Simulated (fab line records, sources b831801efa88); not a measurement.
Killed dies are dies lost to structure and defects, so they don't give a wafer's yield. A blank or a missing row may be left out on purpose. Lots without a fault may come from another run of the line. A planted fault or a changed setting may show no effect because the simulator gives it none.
Problem report in the 8D (eight disciplines) form, filled by code | flow gf180mcu | the parts of the form that need people (team, actions taken, sign-off) are left out

1. THE PROBLEM
oes_product_au at GF_M5_ETCH_09 reads a mean of 0.754 a.u. on 4 wafers of 3 lots; wafers without a fault read 0.995 a.u. with a standard deviation of 0.0088. That is -27 standard deviations from the usual mean.
The step: etches Si3N4 in CF4/O2, target depth 52 nm, time 11.6 s.
First seen on wafer L380.4, day 31 02:41, on rie_diel-02. The record holds 39 wafers of 14 lots with a number at this step. Rule for "out", or "out of limits": more than 4 standard deviations from the usual mean. The other wafers with a number count as sound.

2. WHAT IT IS AND WHAT IT IS NOT
question                    | is                                 | is not
which readings at this step | oes_product_au, throttle_valve_pct | drypump_motor_current_A
which lots                  | L380, L384, L386                   | L364, L367, L370, L372, L373, L374, L375, L376, L377, L378, L379
which wafers of those lots  | L380.4, L384.6, L386.4, L386.6     | L380.1, L384.5
read on which tools         | rie_diel-02                        | rie_diel-01, rie_diel-03
when                        | from day 31 02:41                  | up to then (34 sound wafers); but 1 sound wafer of L384 came after

3. SUSPECTS, AND WHAT RULES EACH OUT
Counting: a tool at a process step up to the reading stays a suspect if it ran every lot that is out. Sound lots after the first of them don't rule it out here, since some wafers of a struck lot are sound.
- rie_diel-02 at GF_M5_ETCH_09 (etches Si3N4 in CF4/O2, target depth 52 nm, time 11.6 s): kept. It ran every lot that is out, first L380 (day 31 02:41); its last sound lot up to then is L379 (day 31 01:09). Its own readings are out on those wafers: oes_product_au, throttle_valve_pct.
- Within rie_diel-02 at GF_M5_ETCH_09: the wafers that are out ran in chambers 0, 2; their sound lot-mates ran in chambers 1, 3.
Left after counting: rie_diel-02 at GF_M5_ETCH_09.

4. THE CAUSE (what the simulator had put in)
Process parameter drift: rie_diel-02, from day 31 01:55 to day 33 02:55, at GF_M5_ETCH_09. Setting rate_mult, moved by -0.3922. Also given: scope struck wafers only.
Counting left only this tool.

5. THE CHAIN OF EFFECTS, in route order
Each row: a reading whose mean over the struck wafers that have a number lies more than 3 standard deviations from the usual. Only readings for which the record gives a usual standard deviation are gone through. hours: the time from each lot's start at the first step in this table that gives one to its start at this step, as a median over the lots. sigmas: the change in usual standard deviations.
hours | step          | reading            | usual      | on struck wafers | change | sigmas
0     | GF_M5_ETCH_09 | oes_product_au     | 0.995 a.u. | 0.754            | -0.241 | -27
0     | GF_M5_ETCH_09 | throttle_valve_pct | 5.969 %    | 5.888            | -0.081 | -9.4
The process steps in it:
- GF_M5_ETCH_09: etches Si3N4 in CF4/O2, target depth 52 nm, time 11.6 s.
Later measuring or inspecting steps at which every struck wafer that the step has a row for has a number for every such reading, and none has moved that far: GF_V5_THK_MEAS_01.

6. WHAT WOULD HAVE CAUGHT IT SOONER
In this record the first reading out of limits was taken at day 31 02:41, 1 hour after the fault began at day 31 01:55.
